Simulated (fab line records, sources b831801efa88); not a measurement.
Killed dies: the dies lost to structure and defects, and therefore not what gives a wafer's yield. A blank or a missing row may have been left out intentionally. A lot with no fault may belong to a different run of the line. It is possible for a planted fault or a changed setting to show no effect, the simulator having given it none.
Struck lot and sound lot, side by side -- flow sfq_line -- 14 out of 325 route steps
Sound: the wafers L478.2, L478.4, L478.6. The struck wafers were L471.1, L471.2, L471.6. Last of all comes the cause.
At each step with rows: each side's tool, then ch and its chambers, then its first start. Under that, the readings that differ: sound wafers -- struck wafers -- difference of the means -- sigmas: that difference in standard deviations of wafers without a fault.
alike: same words and numbers on both sides, and readings whose means sit less than 2 such deviations apart. not compared: any withheld reading, any reading some wafer has no value for, any bound like >300 that may hide the same value, and any number with overlapping values for which the record gives no deviation.
Wherever a step has rows on one side only, a row that says differs or no value, or a row with sigmas, the two part there. Non-overlapping numbers with no deviation appear without sigmas and do not part them. A reading missing from all wafers of one side parts the sides only when that side holds two or more wafers.

first, 2 steps without rows for these wafers: SFQ_TRILAYER_I3_VIA_STRIP_SOLV_CLEAN_090 (cleans in NMP, time 600 s); SFQ_TRILAYER_M4_DEP_PRE_CLEAN_092 (time 22.5 s).
SFQ_TRILAYER_M4_DEP_SPUTTER_091: material Nb, target thk 200 nm, time 133.3 s.
  sound: pvd_sputter-06 at day 51 03:40; struck: pvd_sputter-05 at day 48 04:28
  alike: throttle_valve_pct
SFQ_M4_RS_MEAS_924: a four-point-probe measurement.
  sound: film_metro-03 at day 51 03:46; struck: film_metro-02 at day 48 04:33
  alike: M4_NB_RS
then, 6 steps without rows for these wafers: SFQ_TRILAYER_M4_LITHO_COAT_098 (resist thk 62 nm); SFQ_TRILAYER_M4_LITHO_COAT_093 (resist thk 600 nm); SFQ_TRILAYER_M4_LITHO_SOFTBAKE_097; SFQ_TRILAYER_M4_LITHO_EXPOSE_094 (exposes mask M4, target cd 500 nm); SFQ_TRILAYER_M4_LITHO_PEB_096 (peb time 60 s); SFQ_TRILAYER_M4_LITHO_DEVELOP_095 (time 60 s).
SFQ_M4_OVL_MEAS_926:
  sound: overlay-02 at day 56 11:14; struck: overlay-01 at day 48 06:59
  alike: M4_OVL
SFQ_TRILAYER_M4_BARC_OPEN_METAL_ETCH_123: etches BARC in O2, target depth 125 nm, time 41.7 s.
  sound on rie_metal-04 ch 0,1, day 56 11:16; struck on rie_metal-03 ch 0,1, day 48 07:01
reading,sound,struck,difference,sigmas
model.KrF_of_TRILAYER_M4_LITHO_COAT_093.thk_nm (nm),522.6 522.7 522.2,536 535.8 536.9,+14,
  alike: drypump_motor_current_A, oes_product_au
  not compared: rf_hours_counter_h
SFQ_TRILAYER_M4_ETCH_METAL_ETCH_096: etches Nb in Cl2/Ar, stops on SiO2, target depth 240 nm, time 120 s.
  sound on rie_metal-04 ch 0,1, day 56 11:20; struck on rie_metal-03 ch 0,1, day 48 07:05
reading,sound,struck,difference,sigmas
model.KrF_of_TRILAYER_M4_LITHO_COAT_093.thk_nm (nm),380.2 383.2 383,396 396.7 397.6,+15,
  alike: drypump_motor_current_A, oes_product_au
  not compared: rf_hours_counter_h
SFQ_TRILAYER_M4_STRIP_STRIP_097: strips in O2.
  sound on rie_metal-04 ch 0,1, day 56 11:27; struck on rie_metal-03 ch 0,1, day 48 07:12
  alike: drypump_motor_current_A, oes_product_au
  not compared: rf_hours_counter_h

== WHERE THEY PART ==
Nowhere in this record.

WHY: the cause the simulator had injected
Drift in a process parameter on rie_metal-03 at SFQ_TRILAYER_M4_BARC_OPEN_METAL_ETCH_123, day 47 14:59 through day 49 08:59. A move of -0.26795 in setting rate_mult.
